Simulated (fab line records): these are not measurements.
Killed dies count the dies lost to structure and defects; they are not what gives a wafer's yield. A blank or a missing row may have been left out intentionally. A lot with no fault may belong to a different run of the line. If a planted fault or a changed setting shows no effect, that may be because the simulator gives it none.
Matching of chambers    flow gf180mcu    GF_STI_ETCH_14 on rie_si-02 has 4 sister chambers
The step etches Si in HBr/Cl2/O2, target depth 360 nm, time 102.9 s. 4 wafers are shown with their chamber, then 8 later ones without.

== WAFERS PAIRED WITH THEIR CHAMBERS ==
wafer   chamber  throttle_valve_pct (%)
L488.3  0        25.638
L496.1  1        25.661
L496.4  3        25.672
L499.2  2        25.652

== WAFERS WITHOUT THEIR CHAMBER ==
wafer   throttle_valve_pct (%)
L499.3  25.650
L499.6  25.653
L501.1  25.652
L501.3  25.661
L501.6  25.656
L503.1  25.646
L503.2  25.653
L503.5  25.669

== CHAMBER TAKEN BY EACH ==
wafer    from the rows above       in truth
L499.3   2                         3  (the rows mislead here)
L499.6   2                         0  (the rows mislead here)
L501.1   2                         2
L501.3   1                         1
L501.6   can't be placed: 2 or 1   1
L503.1   can't be placed: 2 or 0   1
L503.2   2                         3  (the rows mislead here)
L503.5   can't be placed: 3 or 1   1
Correctly placed: 2 of 8. From these rows, 3 cannot be placed; in 2 the true chamber is one of the candidates. Number placed wrongly: 3.
How it was worked out, from the rows above alone: a wafer's distance from a chamber is the root of the sum, over the readings, of the square of ((its reading less the chamber's mean) divided by the reading's scatter). The wafer belongs to the nearest chamber; if the next one is less than 2 further off, it can't be placed. Each chamber's mean is taken over the wafers shown for it. The scatter (one wafer shown for each chamber): square how far every hidden wafer sits from the nearest shown wafer, average those squares and take the square root.
